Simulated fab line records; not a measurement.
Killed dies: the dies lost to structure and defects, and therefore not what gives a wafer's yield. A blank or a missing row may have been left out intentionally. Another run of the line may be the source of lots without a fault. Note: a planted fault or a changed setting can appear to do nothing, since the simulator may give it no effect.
One fault seen from 2 desks	flow gf180mcu	what lay behind the numbers comes last; until then each desk has only its own

== TOOL OWNER'S DESK, cmp-01 ==
The tool's own readings at GF_V4_CMP_04 (polishes SiO2): means of the sampled wafers that have a number, for each lot that ran on this tool. Marked OUT: a lot whose mean sits more than 4 standard deviations from the usual mean, which makes it out of limits; the brackets give that distance.
Columns: A = motor-current-A at GF_V4_CMP_04, usual 11.8 A; B = time-to-endpoint-s at GF_V4_CMP_04, usual 82 s
lot	first seen here	A	B
L200	day 23 09:46	11.0	83
L201	day 24 01:43	11.9	85
L204	day 25 08:46	11.4	84
L206	day 25 16:22	12.4	77
L209	day 26 13:16	12.5	73
L223	day 30 16:04	12.4	84
This desk's verdict: no lot among the 6 shows anything out of limits.

== THE METROLOGY DESK ==
What the gauges read for every lot (on any tool): the sampled wafers with a number, averaged. Marked OUT: a lot whose mean sits more than 4 standard deviations from the usual mean, which makes it out of limits; the brackets give that distance.
Columns: A = V3_OVL at GF_V3_OVL_MEAS_15, usual 1 nm; B = M4_ALCU_THK at GF_M4_THK_MEAS_06, usual 446 nm; C = cd-nm at GF_V4_CD_MEAS_14, usual 260.2 nm
lot	first seen here	A	B	C
L200	day 22 07:31	8	444	260.0
L201	day 23 00:50	3	447	257.7
L203	day 23 17:03	9	451	258.7
L204	day 24 08:00	-4	442	260.9
L205	day 24 12:08	-6	450	259.5
L206	day 24 16:19	-0	445	261.7
L209	day 25 13:49	-9	452	260.3
L211	day 26 04:43	0	445	260.4
L216	day 27 21:00	3	452	258.9
L218	day 28 11:19	-5	451	259.9
L220	day 29 00:14	7	445	261.4
L222	day 29 12:43	-7	448	262.4
L223	day 29 18:16	-5	437	261.1
This desk's verdict: no lot among the 13 shows anything out of limits.

== BROUGHT TOGETHER ==
The desk of the tool owner found nothing out of limits.
The metrology desk saw nothing out of limits.

== WHAT THE SIMULATOR HAD INSERTED ==
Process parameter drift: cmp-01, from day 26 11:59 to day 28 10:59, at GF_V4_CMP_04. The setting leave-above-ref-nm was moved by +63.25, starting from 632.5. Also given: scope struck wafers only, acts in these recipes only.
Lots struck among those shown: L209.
